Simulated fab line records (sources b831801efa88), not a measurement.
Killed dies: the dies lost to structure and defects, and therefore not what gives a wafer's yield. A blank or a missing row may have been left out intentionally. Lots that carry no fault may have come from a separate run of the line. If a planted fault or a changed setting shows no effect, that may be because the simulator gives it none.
Which tool was responsible? + flow sky130 + 12 lots with 36 wafers sampled at 5 steps, on a route of 708 steps

== WHAT THE GAUGES SHOWED, per wafer ==
SKY_VT_ADJUST_HVTR_TW_MEAS_11.
| lot  | measured     | on            | VT_ADJUST_HVTR_TW |
|------|--------------|---------------|-------------------|
| L732 | day 10 12:38 | film-metro-04 | 209.3 209.6 210.0 |
| L736 | day 10 16:30 | film-metro-04 | 209.5 210.3 209.6 |
| L735 | day 10 18:04 | film-metro-03 | 210.5 210.4 210.5 |
| L738 | day 11 18:31 | film-metro-04 | 209.4 208.4 209.7 |
| L739 | day 11 21:34 | film-metro-04 | 208.1 208.3 209.3 |
| L740 | day 12 02:37 | film-metro-03 | 208.9 208.4 209.8 |
| L742 | day 12 13:43 | film-metro-03 | 208.9 208.9 209.3 |
| L743 | day 13 02:13 | film-metro-03 | 210.8 210.3 210.3 |
| L749 | day 14 19:14 | film-metro-04 | 209.5 209.8 209.4 |
| L751 | day 16 01:25 | film-metro-04 | 209.0 208.4 209.2 |
| L753 | day 17 12:55 | film-metro-04 | 209.2 209.7 209.2 |
| L754 | day 17 13:52 | film-metro-04 | 209.7 208.9 209.2 |

SKY_GATE_OXIDE_THK_MEAS_02.
| lot  | measured     | on            | GATE_OXIDE_OXIDATION_00_THK (nm) |
|------|--------------|---------------|----------------------------------|
| L732 | day 13 18:58 | film-metro-03 | 10.02 9.99 9.95                  |
| L736 | day 14 03:27 | film-metro-01 | 10.31 10.44 10.30                |
| L735 | day 14 03:30 | film-metro-01 | 10.20 10.13 10.22                |
| L738 | day 15 05:26 | film-metro-03 | 10.13 10.31 9.95                 |
| L739 | day 15 12:25 | film-metro-03 | 10.29 10.35 10.37                |
| L740 | day 15 17:46 | film-metro-04 | 10.32 10.33 10.31                |
| L742 | day 16 02:19 | film-metro-04 | 10.43 10.25 10.50                |
| L743 | day 16 19:48 | film-metro-03 | 10.28 10.19 10.06                |
| L749 | day 18 18:49 | film-metro-01 | 10.40 10.30 10.33                |
| L751 | day 20 02:46 | film-metro-01 | 10.42 10.45 10.27                |
| L753 | day 21 19:02 | film-metro-01 | 10.26 9.93 10.17                 |
| L754 | day 21 17:56 | film-metro-04 | 10.16 10.26 9.90                 |

== WHICH TOOL RAN EACH LOT (tool, then ch and the chambers of the sampled wafers, then the start) ==
| lot  | SKY_FIELD_ISO_ETCH_17           | SKY_PWDE_COAT_02                 | SKY_PWDE_STRIP_09                   |
|------|---------------------------------|----------------------------------|-------------------------------------|
| L732 | rie-si-01 ch 0,1, day 3 02:47   | litho-track-02 ch 0, day 4 09:03 | plasma-asher-04 ch 0,1, day 4 17:52 |
| L736 | rie-si-02 ch 0,1, day 3 07:26   | litho-track-02 ch 0, day 4 12:46 | plasma-asher-02 ch 0,1, day 4 21:05 |
| L735 | rie-si-01 ch 0,2,3, day 3 07:38 | litho-track-03 ch 0, day 4 13:17 | plasma-asher-01 ch 0,1, day 4 21:27 |
| L738 | rie-si-01 ch 1,2,3, day 3 18:56 | litho-track-03 ch 0, day 5 07:16 | plasma-asher-01 ch 0,1, day 5 15:58 |
| L739 | rie-si-02 ch 0,1,3, day 3 21:38 | litho-track-03 ch 0, day 5 10:32 | plasma-asher-04 ch 0,1, day 5 19:27 |
| L740 | rie-si-02 ch 0,1,3, day 4 02:53 | litho-track-03 ch 0, day 5 13:34 | plasma-asher-04 ch 0,1, day 5 23:30 |
| L742 | rie-si-02 ch 1,2,3, day 4 13:47 | litho-track-03 ch 0, day 5 22:52 | plasma-asher-01 ch 0,1, day 6 08:00 |
| L743 | rie-si-01 ch 0,2,3, day 4 19:14 | litho-track-03 ch 0, day 6 08:08 | plasma-asher-04 ch 0, day 6 18:39   |
| L749 | rie-si-01 ch 1,2,3, day 6 03:29 | litho-track-03 ch 0, day 7 13:34 | plasma-asher-04 ch 0,1, day 7 23:23 |
| L751 | rie-si-01 ch 0,1,3, day 6 13:20 | litho-track-03 ch 0, day 8 09:22 | plasma-asher-04 ch 0,1, day 8 19:15 |
| L753 | rie-si-01 ch 1,2,3, day 7 02:08 | litho-track-02 ch 0, day 9 12:43 | plasma-asher-04 ch 0,1, day 9 23:42 |
| L754 | rie-si-01 ch 0,1,2, day 7 04:47 | litho-track-04 ch 0, day 9 13:13 | plasma-asher-01 ch 0,1, day 9 23:43 |
- SKY_FIELD_ISO_ETCH_17: etches Si in HBr/Cl2/O2, target depth 342 nm, time 97.7 s.
- SKY_PWDE_COAT_02: resist thk 3000 nm.
- SKY_PWDE_STRIP_09: strips in O2/N2.

== AS READ BY THE TOOLS THEMSELVES (means over the sampled wafers that have a number; for cases with no such wafer, the mark the record gives instead) ==
SKY_FIELD_ISO_ETCH_17.
| lot  | tool      | drypump-motor-current-A (A) | mfc-cl2-sccm (sccm) | oes-product-au (a.u.) | throttle-valve-pct (%) |
|------|-----------|-----------------------------|---------------------|-----------------------|------------------------|
| L732 | rie-si-01 | 5.3                         | 40.00               | 1.011                 | 25.647                 |
| L736 | rie-si-02 | 5.6                         | 40.02               | 1.001                 | 25.658                 |
| L735 | rie-si-01 | 5.8                         | 39.93               | 0.999                 | 25.652                 |
| L738 | rie-si-01 | 5.6                         | 39.92               | 1.003                 | 25.645                 |
| L739 | rie-si-02 | 5.7                         | 39.89               | 0.997                 | 25.652                 |
| L740 | rie-si-02 | 5.7                         | 40.04               | 0.994                 | 25.657                 |
| L742 | rie-si-02 | 5.7                         | 40.03               | 1.008                 | 25.657                 |
| L743 | rie-si-01 | 5.8                         | 40.05               | 1.000                 | 25.664                 |
| L749 | rie-si-01 | 5.6                         | 40.04               | 1.008                 | 25.651                 |
| L751 | rie-si-01 | 5.5                         | 40.11               | 1.004                 | 25.645                 |
| L753 | rie-si-01 | 5.6                         | 40.00               | 1.009                 | 25.655                 |
| L754 | rie-si-01 | 5.4                         | 40.01               | 1.004                 | 25.648                 |

SKY_PWDE_STRIP_09.
| lot  | tool            | drypump-motor-current-A (A) | oes-product-au (a.u.) | strip-time-to-endpoint-s (s) |
|------|-----------------|-----------------------------|-----------------------|------------------------------|
| L732 | plasma-asher-04 | 6.3                         | 0.718                 | 36.84                        |
| L736 | plasma-asher-02 | 5.2                         | 0.721                 | 36.87                        |
| L735 | plasma-asher-01 | 5.6                         | 0.724                 | 36.96                        |
| L738 | plasma-asher-01 | 5.6                         | 0.728                 | 36.82                        |
| L739 | plasma-asher-04 | 6.1                         | 0.724                 | 36.92                        |
| L740 | plasma-asher-04 | 6.2                         | 0.723                 | 36.86                        |
| L742 | plasma-asher-01 | 5.6                         | 0.722                 | 36.88                        |
| L743 | plasma-asher-04 | 6.5                         | 0.720                 | 37.03                        |
| L749 | plasma-asher-04 | 6.1                         | 0.725                 | 35.24                        |
| L751 | plasma-asher-04 | 6.1                         | 0.727                 | 35.15                        |
| L753 | plasma-asher-04 | 6.3                         | 0.723                 | 36.89                        |
| L754 | plasma-asher-01 | 5.8                         | 0.725                 | 36.94                        |

== THE ANSWER, worked out from the rows above alone ==
Rule: what is usual is taken from the lots themselves. The widest of any qualifying gaps counts: lots, ordered by their means at a reading, are off when they make up no more than a third of the lots, leave a main group of 4 or more, and stand apart from it by 3 or more times the standard deviation of that group's means. Not used: any main group whose means are identical at the precision the tables above print for the reading. Also off: a lot with no number at a reading for which 4 or more lots have one. Any other lot the step has rows for is counted as sound. Order of review: gauges by route order, followed by the tools' own readings, for which a lot's mean as printed above is used. At the first step where some lot is off, the reading lying furthest off is the one used; lots without a number count as furthest.
Off: L749, L751 (SKY_PWDE_STRIP_09, strip-time-to-endpoint-s). Mean 36.90 s and standard deviation 0.06 in the main group.
If a tool, at that step or one of the process steps before it, ran each lot that is off and ran no sound lot following the first of them, it fits. One fits: SKY_PWDE_COAT_02 on litho-track-03. Its last sound lot is L743 (day 6 08:08), its first lot that is off L749 (day 7 13:34): a fault that began between those two fits.

== WHAT WAS PUT IN BY THE SIMULATOR ==
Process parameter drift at SKY_PWDE_COAT_02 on litho-track-03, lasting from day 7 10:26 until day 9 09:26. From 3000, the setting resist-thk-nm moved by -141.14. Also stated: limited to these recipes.
Struck lots among those shown: L749, L751. Same finding as the rule above.
